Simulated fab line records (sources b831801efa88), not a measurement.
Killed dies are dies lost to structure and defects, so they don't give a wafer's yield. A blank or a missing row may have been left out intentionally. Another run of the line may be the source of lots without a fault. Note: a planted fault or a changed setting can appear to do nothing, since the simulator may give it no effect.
Which tool is to blame? + flow gf180mcu + 11 lots, 33 wafers sampled, at 6 steps of a route of 602

WHAT THE GAUGES READ, wafer by wafer
GF_NSD_TW_MEAS_12. Usual: NSD_TW gives 4208 (standard deviation 30).
| lot  | measured     | on            | NSD_TW         | flag |
|------|--------------|---------------|----------------|------|
| L767 | day 13 01:30 | film_metro-02 | 4197 4203 4197 |      |
| L769 | day 13 17:08 | film_metro-01 | 4173 4143 4138 |      |
| L771 | day 14 17:34 | film_metro-01 | 4159 4173 4179 |      |
| L772 | day 15 13:02 | film_metro-04 | 4258 4252 4249 |      |
| L775 | day 16 11:16 | film_metro-02 | 4208 4207 4196 |      |
| L777 | day 17 06:59 | film_metro-02 | 4213 4211 4225 |      |
| L778 | day 17 12:29 | film_metro-02 | 4200 4229 4209 |      |
| L780 | day 17 20:59 | film_metro-02 | 4224 4239 4225 |      |
| L783 | day 19 03:34 | film_metro-02 | 4218 4232 4216 |      |
| L784 | day 19 04:52 | film_metro-04 | 4232 4221 4228 |      |
| L790 | day 21 05:43 | film_metro-02 | 4220 4209 4204 |      |

GF_SAB_OVL_MEAS_10. Usual: SAB_OVL gives -0.5 nm (standard deviation 1.4).
| lot  | measured     | on         | SAB_OVL (nm)   | flag |
|------|--------------|------------|----------------|------|
| L767 | day 14 19:49 | overlay-01 | 0.6 0.5 2.3    |      |
| L769 | day 15 11:23 | overlay-01 | -0.5 0.8 -1.2  |      |
| L771 | day 16 13:47 | overlay-02 | -0.9 -0.4 -1.7 |      |
| L772 | day 17 09:47 | overlay-01 | -0.8 0.2 0.0   |      |
| L775 | day 18 09:35 | overlay-01 | -1.1 0.0 -0.1  |      |
| L777 | day 19 07:10 | overlay-01 | 1.3 2.7 1.0    |      |
| L778 | day 19 10:44 | overlay-01 | 0.4 -0.7 0.1   |      |
| L780 | day 19 22:20 | overlay-02 | -0.7 0.0 1.8   |      |
| L783 | day 21 04:41 | overlay-02 | -0.7 -0.7 0.1  |      |
| L784 | day 21 05:25 | overlay-02 | -2.4 -1.2 -1.1 |      |
| L790 | day 23 05:47 | overlay-02 | -2.1 -3.5 -2.6 |      |

GF_V1_RS_MEAS_24: measures by four-point-probe. Usual: V1_W_RS gives 0.329 ohm/sq (standard deviation 0.0036).
| lot  | measured     | on            | V1_W_RS (ohm/sq)  | flag |
|------|--------------|---------------|-------------------|------|
| L767 | day 17 20:53 | film_metro-04 | 0.326 0.332 0.326 |      |
| L769 | day 18 12:49 | film_metro-02 | 0.328 0.335 0.324 |      |
| L771 | day 19 17:48 | film_metro-03 | 0.324 0.335 0.329 |      |
| L772 | day 20 14:16 | film_metro-03 | 0.333 0.332 0.331 |      |
| L775 | day 21 14:49 | film_metro-04 | 0.333 0.330 0.332 |      |
| L777 | day 22 13:24 | film_metro-02 | 0.329 0.332 0.324 |      |
| L778 | day 22 16:01 | film_metro-03 | 0.334 0.329 0.330 |      |
| L780 | day 23 03:38 | film_metro-04 | 0.325 0.328 0.325 |      |
| L783 | day 24 08:30 | film_metro-03 | 0.330 0.323 0.238 | OFF  |
| L784 | day 24 09:05 | film_metro-04 | 0.331 0.324 0.325 |      |
| L790 | day 26 03:56 | film_metro-02 | 0.335 0.328 0.333 |      |

GF_V1_THK_MEAS_25: measures by xrf. Usual: V1_W_THK gives 342 nm (standard deviation 4.7).
| lot  | measured     | on            | V1_W_THK (nm) | flag |
|------|--------------|---------------|---------------|------|
| L767 | day 17 20:59 | film_metro-04 | 348 340 344   |      |
| L769 | day 18 12:55 | film_metro-02 | 338 333 345   |      |
| L771 | day 19 17:55 | film_metro-03 | 343 334 337   |      |
| L772 | day 20 14:23 | film_metro-03 | 338 339 338   |      |
| L775 | day 21 14:56 | film_metro-04 | 341 342 343   |      |
| L777 | day 22 13:31 | film_metro-02 | 338 336 344   |      |
| L778 | day 22 16:07 | film_metro-03 | 333 336 336   |      |
| L780 | day 23 03:44 | film_metro-04 | 346 344 346   |      |
| L783 | day 24 08:37 | film_metro-03 | 339 345 464   | OFF  |
| L784 | day 24 09:13 | film_metro-04 | 342 349 348   |      |
| L790 | day 26 04:04 | film_metro-02 | 335 341 338   |      |

EACH LOT AND THE TOOL THAT RAN IT (in order: tool; ch and the chambers of the sampled wafers; start)
| lot  | GF_SALICIDE_RTA_06               | GF_V1_CVD_23                  |
|------|----------------------------------|-------------------------------|
| L767 | rtp_anneal-01 ch 0, day 14 20:29 | cvd_w-01 ch 0,1, day 17 20:45 |
| L769 | rtp_anneal-02 ch 0, day 15 12:01 | cvd_w-01 ch 0,1, day 18 12:41 |
| L771 | rtp_anneal-02 ch 0, day 16 14:27 | cvd_w-01 ch 0,1, day 19 17:41 |
| L772 | rtp_anneal-02 ch 0, day 17 10:25 | cvd_w-01 ch 0, day 20 14:08   |
| L775 | rtp_anneal-01 ch 0, day 18 10:22 | cvd_w-01 ch 0,1, day 21 14:41 |
| L777 | rtp_anneal-01 ch 0, day 19 07:47 | cvd_w-02 ch 0,1, day 22 13:16 |
| L778 | rtp_anneal-02 ch 0, day 19 11:22 | cvd_w-01 ch 0,1, day 22 15:54 |
| L780 | rtp_anneal-02 ch 0, day 19 22:58 | cvd_w-02 ch 0,1, day 23 03:25 |
| L783 | rtp_anneal-01 ch 0, day 21 05:22 | cvd_w-01 ch 0,1, day 24 08:22 |
| L784 | rtp_anneal-01 ch 0, day 21 06:02 | cvd_w-02 ch 0,1, day 24 08:59 |
| L790 | rtp_anneal-01 ch 0, day 23 06:23 | cvd_w-02 ch 0,1, day 26 03:49 |
- GF_SALICIDE_RTA_06: time 30 s.
- GF_V1_CVD_23: deposits W, target thk 350 nm, time 105.05 s.

WHAT THE TOOLS THEMSELVES READ (means of the sampled wafers that have a number; where no wafer has one, the mark that the record gives instead)
GF_SALICIDE_RTA_06. Usual: lamp_power_pct 5.7 %, standard deviation 0.53; wafer_temp_C_max 531.9, standard deviation 0.46.
| lot  | tool          | lamp_power_pct (%) | wafer_temp_C_max | flag |
|------|---------------|--------------------|------------------|------|
| L767 | rtp_anneal-01 | 5.2                | 532.2            |      |
| L769 | rtp_anneal-02 | 6.3                | 532.3            |      |
| L771 | rtp_anneal-02 | 6.3                | 532.3            |      |
| L772 | rtp_anneal-02 | 6.3                | 531.9            |      |
| L775 | rtp_anneal-01 | 5.2                | 531.4            |      |
| L777 | rtp_anneal-01 | 5.2                | 531.8            |      |
| L778 | rtp_anneal-02 | 6.3                | 531.6            |      |
| L780 | rtp_anneal-02 | 6.3                | 532.3            |      |
| L783 | rtp_anneal-01 | 5.2                | 531.9            |      |
| L784 | rtp_anneal-01 | 5.2                | 532.0            |      |
| L790 | rtp_anneal-01 | 5.2                | 532.2            |      |

GF_V1_CVD_23. Usual: heater_power_w reads 840 W (standard deviation 120).
| lot  | tool     | heater_power_w (W) | flag |
|------|----------|--------------------|------|
| L767 | cvd_w-01 | 904                |      |
| L769 | cvd_w-01 | 897                |      |
| L771 | cvd_w-01 | 890                |      |
| L772 | cvd_w-01 | 750                |      |
| L775 | cvd_w-01 | 902                |      |
| L777 | cvd_w-02 | 820                |      |
| L778 | cvd_w-01 | 835                |      |
| L780 | cvd_w-02 | 749                |      |
| L783 | cvd_w-01 | 908                |      |
| L784 | cvd_w-02 | 759                |      |
| L790 | cvd_w-02 | 820                |      |

THE ANSWER, worked out from the rows above alone
Rule: a lot is off if the mean of its wafers that have a number lies more than 3 standard deviations from the usual mean. Also off: a lot with no number at a reading for which 4 or more lots have one. Where the step has rows for the other lots, those lots are counted as sound. The gauges are gone through in route order, then the tools' own readings, and for those a lot's mean is taken as printed above. At the first step where some lot is off, the reading lying furthest off is the one used; lots without a number count as furthest.
Off: L783, at GF_V1_RS_MEAS_24 (V1_W_RS).
A tool fits if, at a process step before that reading, it ran every lot that is off, and no sound lot after the first of them. Those tools and the gauges at GF_V1_RS_MEAS_24 are tried in the same way. This does not decide it: 2 tools fit, namely cvd_w-01 at GF_V1_CVD_23 and film_metro-03 at GF_V1_RS_MEAS_24.

WHAT THE SIMULATOR HAD PUT IN
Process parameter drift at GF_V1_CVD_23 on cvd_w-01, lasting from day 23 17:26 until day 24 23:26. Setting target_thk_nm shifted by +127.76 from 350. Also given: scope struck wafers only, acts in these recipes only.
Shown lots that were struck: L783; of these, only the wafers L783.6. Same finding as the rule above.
